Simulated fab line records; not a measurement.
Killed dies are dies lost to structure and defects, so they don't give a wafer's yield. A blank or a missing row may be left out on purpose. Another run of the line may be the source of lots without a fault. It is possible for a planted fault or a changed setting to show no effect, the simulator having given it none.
What tool caused it? ; flow gf180mcu ; 72 wafers from 24 lots sampled at 4 of the route's 602 steps

## WHAT THE GAUGES SHOWED, per wafer
GF_CONTACT_THK_MEAS_01. Usual: CONTACT_CVD_00_THK typically reads 300.4 nm, with standard deviation 2.7.
lot;measured;on;CONTACT_CVD_00_THK (nm);flag
L074;day 15 00:21;filmMetro-03;299.3 302.5 299.6;
L075;day 15 09:46;filmMetro-02;299.7 299.9 302.7;
L076;day 15 21:08;filmMetro-02;296.7 298.3 298.1;
L077;day 16 00:44;filmMetro-04;301.5 302.5 301.5;
L078;day 16 12:08;filmMetro-04;301.1 297.0 299.5;
L079;day 16 22:43;filmMetro-04;303.9 304.9 306.6;
L080;day 17 08:20;filmMetro-02;303.9 307.0 301.6;
L081;day 17 12:21;filmMetro-04;300.2 294.8 301.2;
L082;day 18 00:41;filmMetro-04;302.0 302.5 301.7;
L083;day 18 10:44;filmMetro-02;295.9 298.3 296.5;
L084;day 18 19:36;filmMetro-03;300.2 297.4 296.7;
L085;day 19 01:20;filmMetro-04;297.6 300.9 301.3;
L086;day 19 10:56;filmMetro-04;298.1 299.8 298.7;
L087;day 20 05:19;filmMetro-04;299.5 304.7 302.2;
L088;day 20 06:25;filmMetro-02;297.1 304.2 299.6;
L089;day 20 20:19;filmMetro-03;301.6 300.9 300.3;
L090;day 20 23:18;filmMetro-04;300.9 301.5 302.7;
L091;day 21 11:15;filmMetro-03;303.1 301.6 300.5;
L092;day 21 14:23;filmMetro-02;298.6 297.9 299.7;
L093;day 22 11:53;filmMetro-03;298.8 301.8 299.0;
L094;day 22 15:04;filmMetro-04;299.4 301.1 298.1;
L096;day 22 21:02;filmMetro-03;301.2 302.4 300.3;
L095;day 22 21:29;filmMetro-02;299.0 301.9 299.6;
L097;day 23 10:15;filmMetro-03;301.0 302.2 304.5;

GF_V2_THK_MEAS_03. Usual: V2_CVD_02_THK typically reads 850 nm, with standard deviation 11.
lot;measured;on;V2_CVD_02_THK (nm);flag
L074;day 19 00:34;filmMetro-04;839 863 834;
L075;day 19 11:38;filmMetro-03;836 838 836;
L076;day 20 00:43;filmMetro-02;839 850 858;
L077;day 20 04:32;filmMetro-03;865 875 880;
L078;day 20 17:41;filmMetro-03;833 828 848;
L079;day 21 05:08;filmMetro-03;857 845 865;
L080;day 21 13:34;filmMetro-02;838 839 857;
L081;day 21 20:33;filmMetro-03;848 857 853;
L082;day 22 07:52;filmMetro-03;842 843 866;
L083;day 22 18:07;filmMetro-03;845 860 868;
L084;day 23 01:56;filmMetro-03;847 845 859;
L085;day 23 07:31;filmMetro-02;839 839 855;
L086;day 23 14:27;filmMetro-04;837 842 839;
L087;day 24 08:21;filmMetro-02;836 854 867;
L088;day 24 09:08;filmMetro-03;843 845 855;
L089;day 24 21:21;filmMetro-04;853 857 856;
L090;day 25 00:14;filmMetro-02;831 845 846;
L091;day 25 12:01;filmMetro-02;860 855 863;
L092;day 25 14:23;filmMetro-02;840 844 841;
L093;day 26 09:39;filmMetro-02;840 850 854;
L094;day 26 12:55;filmMetro-02;841 859 856;
L096;day 26 17:35;filmMetro-04;844 841 849;
L095;day 26 19:10;filmMetro-03;856 863 860;
L097;day 27 06:23;filmMetro-02;836 837 858;

## WHICH TOOL RAN EACH LOT (tool, then ch and the chambers of the sampled wafers, then the start)
lot;GF_CONTACT_CVD_02;GF_M2_METAL_ETCH_16
L074;pecvd-04 ch 0,1, day 15 00:24;rieMetal-02 ch 0,1, day 18 23:41
L075;pecvd-03 ch 0,1,2, day 15 09:48;rieMetal-03 ch 0,1, day 19 10:46
L076;pecvd-02 ch 0,2, day 15 21:11;rieMetal-01 ch 1, day 19 23:49
L077;pecvd-04 ch 0,1,2, day 16 00:47;rieMetal-02 ch 0,1, day 20 03:40
L078;pecvd-04 ch 1,2, day 16 12:12;rieMetal-03 ch 0,1, day 20 16:46
L079;pecvd-04 ch 1,2, day 16 22:46;rieMetal-01 ch 0,1, day 21 04:16
L080;pecvd-02 ch 1,2, day 17 08:23;rieMetal-01 ch 0,1, day 21 12:40
L081;pecvd-03 ch 0,1,2, day 17 12:23;rieMetal-02 ch 0,1, day 21 19:43
L082;pecvd-02 ch 0,2, day 18 00:45;rieMetal-02 ch 0,1, day 22 06:59
L083;pecvd-04 ch 0,1, day 18 10:47;rieMetal-03 ch 0, day 22 17:07
L084;pecvd-03 ch 0,1, day 18 19:39;rieMetal-02 ch 0, day 23 00:59
L085;pecvd-04 ch 0,1,2, day 19 01:23;rieMetal-01 ch 0,1, day 23 06:38
L086;pecvd-04 ch 0,1,2, day 19 10:59;rieMetal-01 ch 0, day 23 13:35
L087;pecvd-02 ch 1,2, day 20 05:23;rieMetal-01 ch 0,1, day 24 07:26
L088;pecvd-03 ch 0,1,2, day 20 06:29;rieMetal-02 ch 0, day 24 08:12
L089;pecvd-02 ch 0,1,2, day 20 20:23;rieMetal-01 ch 0,1, day 24 20:29
L090;pecvd-03 ch 0,1, day 20 23:22;rieMetal-03 ch 0,1, day 24 23:22
L091;pecvd-04 ch 0,1,2, day 21 11:19;rieMetal-03 ch 0,1, day 25 11:10
L092;pecvd-03 ch 0,1,2, day 21 14:27;rieMetal-02 ch 0,1, day 25 13:31
L093;pecvd-04 ch 1,2, day 22 11:56;rieMetal-02 ch 0,1, day 26 08:44
L094;pecvd-02 ch 1,2, day 22 15:07;rieMetal-03 ch 0,1, day 26 12:02
L096;pecvd-03 ch 0,1,2, day 22 21:06;rieMetal-02 ch 1, day 26 16:40
L095;pecvd-02 ch 0,1,2, day 22 21:32;rieMetal-03 ch 0,1, day 26 18:19
L097;pecvd-02 ch 0,2, day 23 10:18;rieMetal-01 ch 1, day 27 05:25
- GF_CONTACT_CVD_02: deposits SiO2 from TEOS, target thk 860 nm, time 95.992 s.
- GF_M2_METAL_ETCH_16: etches the open film in Cl2/BCl3, stops on SiO2, target depth 750.8 nm, time 125.1 s.

## WHAT THE TOOLS THEMSELVES READ (means of the sampled wafers that have a number; where no wafer has one, the mark that the record gives instead)
GF_CONTACT_CVD_02. Usual: heaterPowerOuterW 403 W, standard deviation 74; heaterPowerW 700 W, standard deviation 110.
lot;tool;heaterPowerOuterW (W);heaterPowerW (W);flag
L074;pecvd-04;387;658;
L075;pecvd-03;426;740;
L076;pecvd-02;337;630;
L077;pecvd-04;435;710;
L078;pecvd-04;435;742;
L079;pecvd-04;410;709;
L080;pecvd-02;404;738;
L081;pecvd-03;464;806;
L082;pecvd-02;333;622;
L083;pecvd-04;444;708;
L084;pecvd-03;404;746;
L085;pecvd-04;411;689;
L086;pecvd-04;425;710;
L087;pecvd-02;404;747;
L088;pecvd-03;452;783;
L089;pecvd-02;358;655;
L090;pecvd-03;526;906;
L091;pecvd-04;375;645;
L092;pecvd-03;479;807;
L093;pecvd-04;426;731;
L094;pecvd-02;373;683;
L096;pecvd-03;451;780;
L095;pecvd-02;329;618;
L097;pecvd-02;329;609;

GF_M2_METAL_ETCH_16. Usual: drypumpMotorCurrentA 5.67 A, standard deviation 0.18; oesProductAu 0.990 a.u., standard deviation 0.0051; throttleValvePct 28.230 %, standard deviation 0.0098.
lot;tool;drypumpMotorCurrentA (A);oesProductAu (a.u.);throttleValvePct (%);flag
L074;rieMetal-02;5.89;0.987;28.236;
L075;rieMetal-03;5.60;0.988;28.239;
L076;rieMetal-01;5.55;0.989;28.229;
L077;rieMetal-02;5.91;0.994;28.227;
L078;rieMetal-03;5.57;0.988;28.230;
L079;rieMetal-01;5.55;0.995;28.228;
L080;rieMetal-01;5.57;0.992;28.232;
L081;rieMetal-02;5.90;0.986;28.231;
L082;rieMetal-02;5.88;0.991;28.227;
L083;rieMetal-03;5.44;0.989;28.230;
L084;rieMetal-02;5.89;0.990;28.220;
L085;rieMetal-01;5.58;0.994;28.234;
L086;rieMetal-01;5.56;0.987;28.226;
L087;rieMetal-01;5.55;0.991;28.227;
L088;rieMetal-02;5.87;0.990;28.228;
L089;rieMetal-01;5.56;0.991;28.220;
L090;rieMetal-03;5.52;0.991;28.235;
L091;rieMetal-03;5.53;0.988;28.225;
L092;rieMetal-02;5.88;0.984;28.220;
L093;rieMetal-02;5.89;0.984;28.227;
L094;rieMetal-03;5.59;0.986;28.235;
L096;rieMetal-02;5.88;0.992;28.238;
L095;rieMetal-03;5.60;0.989;28.230;
L097;rieMetal-01;5.55;0.996;28.234;

## THE ANSWER, worked out from the rows above alone
Rule: a lot is off if the mean of its wafers that have a number lies more than 3 standard deviations from the usual mean. A lot without any number at a reading at which 4 lots or more have one is off too. All remaining lots with rows at the step are treated as sound. First the gauges in route order, then the tools' own readings, where a lot's mean is used as printed above. The first step at which some lot is off is used, and at that step the reading that is off furthest; a lot without a number counts as furthest.
None of the lots is off at any reading shown; this tells nothing.

## WHAT THE SIMULATOR HAD PUT IN
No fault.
